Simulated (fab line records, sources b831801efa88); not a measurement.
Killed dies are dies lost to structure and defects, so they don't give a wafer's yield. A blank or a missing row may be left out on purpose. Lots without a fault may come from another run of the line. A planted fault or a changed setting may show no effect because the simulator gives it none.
Split-lot experiment | flow sky130 | 5 lots, 23 wafers read, on a route of 708 steps

THE SPLIT
At SKY_VIA4_CVD_18 (deposits W, target thk 505 nm, time 152.14 s), the setting temp_c was moved away from the recipe's 400 C on 11 of the 23 wafers read, by -3.0% to -1.7%. The other wafers ran this setting at the recipe's value.

FROM THE SPLIT TO THE READING: what the file shows between them, 1 step
- SKY_VIA4_RS_MEAS_19: measures by four-point-probe

THE READING
VIA4_W_THK, in nm, at SKY_VIA4_THK_MEAS_20 (measures by xrf). Fault-free wafers of this fab line usually give 522 nm, standard deviation 14 nm.

wafer  | tool, chamber at the split | temp_c as run, C | against the recipe | VIA4_W_THK, nm | against lot-mates on the recipe
L077.1 | cvd_w-01, 0                | 400              | recipe             | 514            | -
L077.2 | cvd_w-01, 1                | 389.8            | -2.5%              | 450            | -75
L077.3 | cvd_w-01, 1                | 389.8            | -2.5%              | 450            | -75
L077.4 | cvd_w-01, 0                | 400              | recipe             | 516            | -
L077.5 | cvd_w-01, 1                | 400              | recipe             | 546            | -
L079.1 | cvd_w-01, 0                | 388              | -3.0%              | 415            | -126
L079.2 | cvd_w-01, 1                | 400              | recipe             | 540            | -
L079.3 | cvd_w-01, 0                | 388              | -3.0%              | 414            | -127
L079.4 | cvd_w-01, 1                | 400              | recipe             | 542            | -
L079.5 | cvd_w-01, 0                | 388              | -3.0%              | 417            | -124
L080.2 | cvd_w-01, 1                | 393.3            | -1.7%              | 479            | -60
L080.3 | cvd_w-01, 1                | 400              | recipe             | 538            | -
L080.4 | cvd_w-01, 0                | 393.3            | -1.7%              | 456            | -84
L080.5 | cvd_w-01, 1                | 400              | recipe             | 541            | -
L080.6 | cvd_w-01, 0                | 393.3            | -1.7%              | 458            | -82
L083.1 | cvd_w-01, 0                | 400              | recipe             | 519            | -
L083.3 | cvd_w-01, 1                | 390.3            | -2.4%              | 454            | -64
L083.4 | cvd_w-01, 0                | 390.3            | -2.4%              | 435            | -83
L083.5 | cvd_w-01, 1                | 390.3            | -2.4%              | 456            | -62
L083.6 | cvd_w-01, 0                | 400              | recipe             | 517            | -
L085.1 | cvd_w-01, 0                | 400              | recipe             | 504            | -
L085.2 | cvd_w-01, 1                | 400              | recipe             | 531            | -
L085.4 | cvd_w-01, 0                | 400              | recipe             | 505            | -

THE FIT
A straight line over all 23 wafers: VIA4_W_THK changes by +34.2 nm for each +1% of temp_c; r = +0.96; the points scatter about the line by 13 nm.
The same after taking each lot's own level away (the mean of its wafers on the recipe; 23 wafers): +36.2 nm for each +1%; r = +0.95; scatter 15 nm.
On that fit, the largest move of temp_c shifts the reading by 1.1e+02 nm.
The lots' own levels span 513.3 to 541.0 nm, that is 2.0 times the standard deviation above.
So the lot-to-lot level changes the slope little: the two slopes agree.
Check: with one of the wafers moved furthest among these (-3.0%) left out of the fit, the line predicts -106 nm for it against its lot-mates. It came out at -126 nm against them.

THE WHOLE CHAIN: every reading that the file lists as answering this split, in the file's order
step                 | what it does                                 | reading                                                                  | change (the file's fit)              | r (the file's)
SKY_VIA4_CVD_18      | deposits W, target thk 505 nm, time 152.14 s | W_of_VIA4_CVD_18.thk_nm (the simulator's own value, which no gauge read) | +34.4 nm for each +1% of the setting | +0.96
SKY_VIA4_RS_MEAS_19  | measures by four-point-probe                 | VIA4_W_RS                                                                | -0.0179 for each +1% of the setting  | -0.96
SKY_VIA4_THK_MEAS_20 | measures by xrf                              | VIA4_W_THK                                                               | +35.7 for each +1% of the setting    | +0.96

THE FILE'S OWN FIT
VIA4_W_THK changes by +35.7 nm for each +1% of temp_c, r = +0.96.
